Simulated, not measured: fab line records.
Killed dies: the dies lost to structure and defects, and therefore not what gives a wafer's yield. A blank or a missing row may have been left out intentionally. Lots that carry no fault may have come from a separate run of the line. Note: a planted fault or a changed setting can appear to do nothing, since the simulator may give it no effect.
Which of the tools did it? ; flow gf180mcu ; Sampling: 6 lots, 18 wafers, 3 of 602 route steps

WHAT EACH GAUGE READ, for each wafer
GF_HV_LDD_THK_MEAS_55.
lot;measured;on;HV_LDD_CVD_54_THK (nm)
L790;day 12 23:22;film_metro-02;9.96 9.89 9.98
L792;day 13 21:02;film_metro-04;9.96 9.94 9.89
L797;day 15 08:52;film_metro-03;20.28 20.42 20.21
L804;day 17 17:54;film_metro-02;9.98 9.97 10.00
L808;day 19 04:44;film_metro-02;9.97 9.88 9.96
L810;day 19 22:13;film_metro-02;10.05 10.10 10.21

WHICH TOOL RAN EACH LOT (tool, then ch and the chambers of the sampled wafers, then the start)
lot;GF_POLY_GATE_STRIP_14;GF_HV_LDD_CVD_54
L790;plasma_asher-04 ch 0,1, day 9 17:16;lpcvd-02 ch 1, day 12 22:20
L792;plasma_asher-02 ch 0,1, day 10 09:22;lpcvd-01 ch 0, day 13 19:59
L797;plasma_asher-04 ch 0,1, day 11 18:25;lpcvd-01 ch 1, day 15 07:50
L804;plasma_asher-02 ch 0,1, day 13 22:47;lpcvd-02 ch 0, day 17 16:52
L808;plasma_asher-03 ch 0,1, day 15 05:53;lpcvd-02 ch 1, day 19 03:42
L810;plasma_asher-02 ch 0,1, day 15 19:34;lpcvd-02 ch 1, day 19 20:41
- GF_POLY_GATE_STRIP_14: strips in O2/N2.
- GF_HV_LDD_CVD_54: deposits SiO2 from TEOS, target thk 10 nm, time 75 s.

THE ANSWER, worked out from the rows above alone
Rule: usual is defined by the lots themselves. The widest of any qualifying gaps counts: lots, ordered by their means at a reading, are off when they make up no more than a third of the lots, leave a main group of 4 or more, and stand apart from it by 3 or more times the standard deviation of that group's means. If all means in a main group match to the digits the tables above print for the reading, that group is not used. Also off: a lot with no number at a reading for which 4 or more lots have one. Any other lot the step has rows for is counted as sound.
Off: at GF_HV_LDD_THK_MEAS_55 (HV_LDD_CVD_54_THK), L797. Main group: mean 9.98 nm, sd 0.071.
If a tool, at a process step before that reading, ran all the lots that are off and no sound lot after the first of them, it fits. The gauges at GF_HV_LDD_THK_MEAS_55 are tried like those tools. Can't be told from this: 3 tools fit, plasma_asher-04 at GF_POLY_GATE_STRIP_14, lpcvd-01 at GF_HV_LDD_CVD_54, film_metro-03 at GF_HV_LDD_THK_MEAS_55.

WHAT THE SIMULATOR HAD PUT IN
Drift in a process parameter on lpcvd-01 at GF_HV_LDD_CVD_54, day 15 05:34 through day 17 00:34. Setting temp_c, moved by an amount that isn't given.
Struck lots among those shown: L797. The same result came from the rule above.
